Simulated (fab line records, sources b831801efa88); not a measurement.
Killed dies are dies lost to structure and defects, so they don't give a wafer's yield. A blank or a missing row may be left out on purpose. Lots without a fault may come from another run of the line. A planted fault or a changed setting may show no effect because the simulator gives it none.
Which tool did it? | flow gf180mcu | 14 lots, 42 wafers sampled, at 4 steps of a route of 602

WHAT THE GAUGES READ, wafer by wafer
GF_M1_CD_MEAS_14: target cd 230 nm. Usual: cd_nm 230.1 nm, standard deviation 1.2.
lot  | measured     | on        | cd_nm (nm)        | flag
L914 | day 17 05:53 | cd_sem-02 | 228.8 228.1 227.3 |
L915 | day 17 13:40 | cd_sem-02 | 231.7 230.5 230.4 |
L917 | day 18 00:26 | cd_sem-01 | 231.6 232.6 233.8 |
L918 | day 18 17:54 | cd_sem-02 | 230.4 230.3 231.5 |
L919 | day 18 20:09 | cd_sem-02 | 230.1 229.8 229.8 |
L922 | day 19 21:43 | cd_sem-02 | 230.7 231.0 230.5 |
L923 | day 20 14:16 | cd_sem-02 | 231.3 229.8 230.9 |
L925 | day 20 19:31 | cd_sem-01 | 230.3 230.4 231.3 |
L931 | day 23 05:01 | cd_sem-01 | 230.9 231.0 231.1 |
L932 | day 23 15:11 | cd_sem-02 | 229.9 229.1 229.7 |
L933 | day 23 20:16 | cd_sem-02 | 228.1 228.6 228.6 |
L934 | day 24 13:31 | cd_sem-02 | 228.2 228.5 229.7 |
L936 | day 24 23:40 | cd_sem-02 | 230.3 230.4 230.2 |
L937 | day 25 08:45 | cd_sem-02 | 227.6 229.3 228.7 |

GF_V1_THK_MEAS_01. Usual: V1_CVD_00_THK 599 nm, standard deviation 6.9.
lot  | measured     | on            | V1_CVD_00_THK (nm) | flag
L914 | day 17 06:46 | film_metro-04 | 601 602 602        |
L915 | day 17 14:40 | film_metro-02 | 609 610 611        |
L917 | day 18 01:18 | film_metro-02 | 597 587 589        |
L918 | day 18 19:13 | film_metro-01 | 609 609 613        |
L919 | day 18 21:01 | film_metro-04 | 593 589 590        |
L922 | day 19 22:36 | film_metro-04 | 590 592 585        |
L923 | day 20 15:16 | film_metro-04 | 606 599 599        |
L925 | day 20 20:25 | film_metro-01 | 602 601 600        |
L931 | day 23 05:56 | film_metro-02 | 604 590 602        |
L932 | day 23 16:02 | film_metro-04 | 600 602 602        |
L933 | day 23 21:14 | film_metro-02 | 584 586 589        |
L934 | day 24 14:25 | film_metro-01 | 596 601 603        |
L936 | day 25 00:35 | film_metro-01 | 604 609 602        |
L937 | day 25 09:44 | film_metro-04 | 598 602 608        |

WHICH TOOL RAN EACH LOT (tool, then ch and the chambers of the sampled wafers, then the start)
lot  | GF_VT_IMPLANT_IMPLANT_30        | GF_SALICIDE_RTA_08
L914 | implanter-04 ch 0, day 6 19:44  | rtp_anneal-01 ch 0, day 15 07:06
L915 | implanter-01 ch 0, day 7 02:32  | rtp_anneal-01 ch 0, day 15 13:31
L917 | implanter-01 ch 0, day 7 10:44  | rtp_anneal-02 ch 0, day 16 00:38
L918 | implanter-01 ch 0, day 8 00:14  | rtp_anneal-01 ch 0, day 16 16:52
L919 | implanter-01 ch 0, day 8 02:08  | rtp_anneal-01 ch 0, day 16 18:41
L922 | implanter-01 ch 0, day 8 22:25  | rtp_anneal-01 ch 0, day 17 20:30
L923 | implanter-03 ch 0, day 9 08:53  | rtp_anneal-02 ch 0, day 18 11:07
L925 | implanter-01 ch 0, day 9 15:37  | rtp_anneal-02 ch 0, day 18 17:54
L931 | implanter-03 ch 0, day 11 11:04 | rtp_anneal-01 ch 0, day 21 04:48
L932 | implanter-03 ch 0, day 11 20:02 | rtp_anneal-02 ch 0, day 21 15:59
L933 | implanter-03 ch 0, day 12 00:29 | rtp_anneal-01 ch 0, day 21 20:43
L934 | implanter-01 ch 0, day 12 13:22 | rtp_anneal-02 ch 0, day 22 14:22
L936 | implanter-01 ch 0, day 13 01:31 | rtp_anneal-02 ch 0, day 23 01:33
L937 | implanter-01 ch 0, day 13 10:28 | rtp_anneal-01 ch 0, day 23 11:19
- GF_VT_IMPLANT_IMPLANT_30
- GF_SALICIDE_RTA_08: time 30 s.

WHAT THE TOOLS THEMSELVES READ (means of the sampled wafers that have a number; where no wafer has one, the mark that the record gives instead)
GF_VT_IMPLANT_IMPLANT_30. Usual: dose_ions_cm2 2.5334e+12, standard deviation 3e+09; end_station_pressure_torr 4.99e-06 Torr, standard deviation 2.9e-07.
lot  | tool         | dose_ions_cm2 | end_station_pressure_torr (Torr) | flag
L914 | implanter-04 | 2.5322e+12    | 4.83e-06                         |
L915 | implanter-01 | 2.5343e+12    | 5.03e-06                         |
L917 | implanter-01 | 2.5365e+12    | 5.08e-06                         |
L918 | implanter-01 | 2.5339e+12    | 5.07e-06                         |
L919 | implanter-01 | 2.5343e+12    | 5.13e-06                         |
L922 | implanter-01 | 2.4803e+12    | 5.17e-06                         | OFF
L923 | implanter-03 | 2.5321e+12    | 5.02e-06                         |
L925 | implanter-01 | 2.4799e+12    | 4.88e-06                         | OFF
L931 | implanter-03 | 2.5376e+12    | 5.22e-06                         |
L932 | implanter-03 | 2.5320e+12    | 5.01e-06                         |
L933 | implanter-03 | 2.5377e+12    | 5.30e-06                         |
L934 | implanter-01 | 2.5309e+12    | 5.09e-06                         |
L936 | implanter-01 | 2.5360e+12    | 4.70e-06                         |
L937 | implanter-01 | 2.5330e+12    | 5.37e-06                         |

GF_SALICIDE_RTA_08. Usual: lamp_power_pct 16.8 %, standard deviation 0.6; wafer_temp_C_max 805.2, standard deviation 1.4.
lot  | tool          | lamp_power_pct (%) | wafer_temp_C_max | flag
L914 | rtp_anneal-01 | 17.4               | 804.3            |
L915 | rtp_anneal-01 | 17.4               | 804.2            |
L917 | rtp_anneal-02 | 16.2               | 805.9            |
L918 | rtp_anneal-01 | 17.4               | 804.6            |
L919 | rtp_anneal-01 | 17.4               | 805.1            |
L922 | rtp_anneal-01 | 17.4               | 804.9            |
L923 | rtp_anneal-02 | 16.2               | 807.5            |
L925 | rtp_anneal-02 | 16.2               | 806.8            |
L931 | rtp_anneal-01 | 17.4               | 804.9            |
L932 | rtp_anneal-02 | 16.2               | 806.6            |
L933 | rtp_anneal-01 | 17.4               | 804.0            |
L934 | rtp_anneal-02 | 16.2               | 805.7            |
L936 | rtp_anneal-02 | 16.2               | 805.9            |
L937 | rtp_anneal-01 | 17.4               | 804.3            |

THE ANSWER, worked out from the rows above alone
Rule: a lot is off if the mean of its wafers that have a number lies more than 3 standard deviations from the usual mean. A lot without any number at a reading at which 4 lots or more have one is off too. The other lots that the step has rows for count as sound. The gauges are gone through in route order, then the tools' own readings, and for those a lot's mean is taken as printed above. The first step at which some lot is off is used, and at that step the reading that is off furthest; a lot without a number counts as furthest.
Off: L922, L925, at GF_VT_IMPLANT_IMPLANT_30 (dose_ions_cm2).
A tool fits if, at that step or a process step before it, it ran every lot that is off, and no sound lot after the first of them. None of those tried fits.

WHAT THE SIMULATOR HAD PUT IN
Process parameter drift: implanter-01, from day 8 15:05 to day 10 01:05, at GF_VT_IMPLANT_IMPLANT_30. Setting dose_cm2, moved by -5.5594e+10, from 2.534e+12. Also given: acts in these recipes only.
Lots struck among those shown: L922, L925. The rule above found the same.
